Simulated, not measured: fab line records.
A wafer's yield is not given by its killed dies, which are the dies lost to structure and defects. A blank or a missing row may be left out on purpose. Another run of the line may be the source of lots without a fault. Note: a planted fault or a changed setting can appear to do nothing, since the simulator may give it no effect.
2 desks, one fault :: flow sky130 :: each desk holds nothing but its own numbers, with what lay behind them at the end

## THE METROLOGY DESK
Lot by lot, what the gauges showed, no matter which tool ran the lot: averages of those sampled wafers that carry a number. The brackets show how far a lot's mean lies from the usual mean; more than 4 standard deviations puts the lot out of limits, marked OUT.
Columns: A = NWELL_RS at SKY_NWELL_RS_MEAS_29, usual 625.4 ohm/sq; B = cd_nm at SKY_LOCAL_INTERCONNECT_CD_MEAS_11, usual 169.1 nm; C = LOCAL_INTERCONNECT_OVL at SKY_LOCAL_INTERCONNECT_OVL_MEAS_12, usual -1 nm
lot: L642
first seen here: day 5 11:37
A: 626.6
B: 169.4
C: -2

lot: L643
first seen here: day 5 15:59
A: 625.3
B: 170.2
C: 1

lot: L645
first seen here: day 6 03:17
A: 625.3
B: 171.4
C: -7

lot: L649
first seen here: day 7 07:53
A: 613.4 (-7.1) OUT
B: 169.1
C: 0

lot: L650
first seen here: day 8 01:33
A: 615.6 (-5.8) OUT
B: 168.8
C: 7

lot: L659
first seen here: day 9 14:51
A: 624.6
B: 169.9
C: -5

lot: L660
first seen here: day 9 21:19
A: 623.0
B: 167.0
C: 1

lot: L661
first seen here: day 10 01:37
A: 624.0
B: 168.6
C: -11

lot: L662
first seen here: day 10 12:44
A: 627.3
B: 169.5
C: -1

lot: L663
first seen here: day 10 19:35
A: 624.8
B: 167.9
C: 2

lot: L664
first seen here: day 10 22:01
A: 624.0
B: 171.2
C: 2

lot: L665
first seen here: day 11 07:09
A: 625.0
B: 168.4
C: -5
Finding of this desk: L649, L650 out of limits, first seen on L649 at day 7 07:53 (NWELL_RS at SKY_NWELL_RS_MEAS_29). L642, L643, L645, L659, L660, L661, L662, L663, L664, L665 stayed within limits.

## FOR THE TOOL OWNER'S DESK: implanter-02
The tool's own readings at SKY_NWELL_IMPLANT_11, given as means over the sampled wafers that have a number, one for each lot that went through this tool. The brackets show how far a lot's mean lies from the usual mean; more than 4 standard deviations puts the lot out of limits, marked OUT.
Columns: A = dose_ions_cm2 at SKY_NWELL_IMPLANT_11, usual 1.8996e+13
lot: L642
first seen here: day 4 17:13
A: 1.8981e+13

lot: L643
first seen here: day 4 21:01
A: 1.9003e+13

lot: L649
first seen here: day 6 11:20
A: 1.9642e+13 (+32) OUT

lot: L650
first seen here: day 7 04:38
A: 1.9651e+13 (+33) OUT
This desk's verdict: out of limits on L649, L650, starting with L649 at day 6 11:20 (dose_ions_cm2 at SKY_NWELL_IMPLANT_11). L642, L643 stayed within limits.

## BROUGHT TOGETHER
At day 6 11:20, on L649, L650, the tool owner's desk was in a position to raise an alarm.
L649, L650 would have let the metrology desk raise an alarm at day 7 07:53.
SKY_NWELL_IMPLANT_11 was run on implanter-02 by each of the lots named.

## WHAT WAS PUT IN BY THE SIMULATOR
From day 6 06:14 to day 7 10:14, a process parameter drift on implanter-02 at SKY_NWELL_IMPLANT_11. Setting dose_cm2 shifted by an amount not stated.
Struck lots among those shown: L649, L650.
Fault start to first reading out of limits, in hours, per desk: tool owner, 5; metrology, 26.
